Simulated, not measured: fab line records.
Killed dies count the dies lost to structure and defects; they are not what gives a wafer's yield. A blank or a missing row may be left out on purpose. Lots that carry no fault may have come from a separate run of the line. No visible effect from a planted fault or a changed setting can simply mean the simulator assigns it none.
Which tool did it? + flow sfq line + 14 lots with 42 wafers sampled at 3 steps, on a route of 325 steps

## WHAT EACH GAUGE READ, for each wafer
SFQ_M4_OVL_MEAS_926. Usual: M4_OVL typically reads -3 nm, with standard deviation 5.6.
| lot  | measured     | on         | M4_OVL (nm) | flag |
|------|--------------|------------|-------------|------|
| L907 | day 45 06:36 | overlay-01 | -7 4 -1     |      |
| L909 | day 46 00:37 | overlay-01 | -3 -9 -9    |      |
| L910 | day 47 21:00 | overlay-01 | 7 -4 -7     |      |
| L914 | day 48 10:22 | overlay-02 | -3 -2 -6    |      |
| L915 | day 49 01:57 | overlay-02 | -4 -5 -9    |      |
| L916 | day 53 11:03 | overlay-01 | 6 5 6       |      |
| L917 | day 55 11:36 | overlay-02 | -4 0 2      |      |
| L921 | day 56 11:35 | overlay-01 | -1 -1 7     |      |
| L922 | day 56 15:54 | overlay-02 | -3 -12 -11  |      |
| L924 | day 56 20:41 | overlay-01 | -8 0 0      |      |
| L925 | day 57 01:29 | overlay-02 | -17 -14 -13 |      |
| L927 | day 57 15:54 | overlay-01 | -7 1 -5     |      |
| L928 | day 58 03:31 | overlay-02 | -8 -5 -7    |      |
| L929 | day 59 03:31 | overlay-02 | 2 -7 -9     |      |

## TOOL THAT RAN EACH LOT (tool first, then ch and the chambers of the sampled wafers, then the start)
| lot  | SFQ_TRILAYER_M3_DEP_SPUTTER_073 | SFQ_TRILAYER_M3_ETCH_METAL_ETCH_078 |
|------|---------------------------------|-------------------------------------|
| L907 | pvd sputter-04, day 32 23:15    | rie metal-04 ch 0,1, day 33 06:32   |
| L909 | pvd sputter-06, day 33 14:38    | rie metal-04 ch 0, day 33 17:43     |
| L910 | pvd sputter-06, day 35 07:38    | rie metal-01 ch 0,1, day 35 10:23   |
| L914 | pvd sputter-05, day 36 16:27    | rie metal-01 ch 0,1, day 36 19:04   |
| L915 | pvd sputter-05, day 42 16:10    | rie metal-04 ch 0,1, day 42 19:54   |
| L916 | pvd sputter-04, day 43 00:33    | rie metal-02 ch 0,1, day 43 04:18   |
| L917 | pvd sputter-05, day 43 12:34    | rie metal-01 ch 0,1, day 49 05:41   |
| L921 | pvd sputter-06, day 45 13:36    | rie metal-01 ch 0,1, day 50 09:17   |
| L922 | pvd sputter-04, day 45 14:48    | rie metal-04 ch 1, day 50 10:36     |
| L924 | pvd sputter-05, day 45 22:01    | rie metal-04 ch 0,1, day 50 16:27   |
| L925 | pvd sputter-04, day 46 04:00    | rie metal-04 ch 0,1, day 50 21:15   |
| L927 | pvd sputter-06, day 47 05:12    | rie metal-01 ch 0,1, day 52 06:21   |
| L928 | pvd sputter-05, day 47 16:00    | rie metal-01 ch 0,1, day 52 15:57   |
| L929 | pvd sputter-04, day 48 10:09    | rie metal-02 ch 0,1, day 53 17:33   |
- SFQ_TRILAYER_M3_DEP_SPUTTER_073: material Nb, target thk 200 nm, time 133.3 s.
- SFQ_TRILAYER_M3_ETCH_METAL_ETCH_078: etches Nb in Cl2/Ar, stops on SiO2, target depth 240 nm, time 120 s.

## WHAT THE TOOLS THEMSELVES READ (means of the sampled wafers that have a number; where no wafer has one, the mark that the record gives instead)
SFQ_TRILAYER_M3_DEP_SPUTTER_073. Usual: throttle valve pct at 29.9 %, with a standard deviation of 1.1.
| lot  | tool           | throttle valve pct (%) | flag |
|------|----------------|------------------------|------|
| L907 | pvd sputter-04 | 31.7                   |      |
| L909 | pvd sputter-06 | 30.2                   |      |
| L910 | pvd sputter-06 | 29.5                   |      |
| L914 | pvd sputter-05 | 29.1                   |      |
| L915 | pvd sputter-05 | 29.1                   |      |
| L916 | pvd sputter-04 | 30.3                   |      |
| L917 | pvd sputter-05 | 29.0                   |      |
| L921 | pvd sputter-06 | 29.4                   |      |
| L922 | pvd sputter-04 | 31.3                   |      |
| L924 | pvd sputter-05 | 29.3                   |      |
| L925 | pvd sputter-04 | 31.2                   |      |
| L927 | pvd sputter-06 | 29.1                   |      |
| L928 | pvd sputter-05 | 29.2                   |      |
| L929 | pvd sputter-04 | 31.0                   |      |

SFQ_TRILAYER_M3_ETCH_METAL_ETCH_078. Usual: drypump motor current A 5.6 A, standard deviation 0.6; oes product au 0.896 a.u., standard deviation 0.0061.
| lot  | tool         | drypump motor current A (A) | oes product au (a.u.) | flag |
|------|--------------|-----------------------------|-----------------------|------|
| L907 | rie metal-04 | 5.1                         | 0.902                 |      |
| L909 | rie metal-04 | 5.7                         | 0.895                 |      |
| L910 | rie metal-01 | 6.0                         | 0.898                 |      |
| L914 | rie metal-01 | 5.6                         | 0.896                 |      |
| L915 | rie metal-04 | 5.0                         | 0.896                 |      |
| L916 | rie metal-02 | 6.5                         | 0.890                 |      |
| L917 | rie metal-01 | 5.6                         | 0.898                 |      |
| L921 | rie metal-01 | 5.6                         | 0.890                 |      |
| L922 | rie metal-04 | 4.8                         | 0.896                 |      |
| L924 | rie metal-04 | 5.3                         | 0.900                 |      |
| L925 | rie metal-04 | 5.0                         | 0.893                 |      |
| L927 | rie metal-01 | 5.6                         | 0.900                 |      |
| L928 | rie metal-01 | 6.0                         | 0.901                 |      |
| L929 | rie metal-02 | 6.4                         | 0.890                 |      |

## THE ANSWER, worked out from the rows above alone
Rule: a lot is off if the mean of its wafers that have a number lies more than 3 standard deviations from the usual mean. Also off: a lot with no number at a reading for which 4 or more lots have one. All remaining lots with rows at the step are treated as sound. The gauges are gone through in route order, then the tools' own readings, and for those a lot's mean is taken as printed above. The first step at which some lot is off is used, and at that step the reading that is off furthest; a lot without a number counts as furthest.
None of the lots is off at any reading shown; this tells nothing.

## WHAT HAD BEEN PUT IN BY THE SIMULATOR
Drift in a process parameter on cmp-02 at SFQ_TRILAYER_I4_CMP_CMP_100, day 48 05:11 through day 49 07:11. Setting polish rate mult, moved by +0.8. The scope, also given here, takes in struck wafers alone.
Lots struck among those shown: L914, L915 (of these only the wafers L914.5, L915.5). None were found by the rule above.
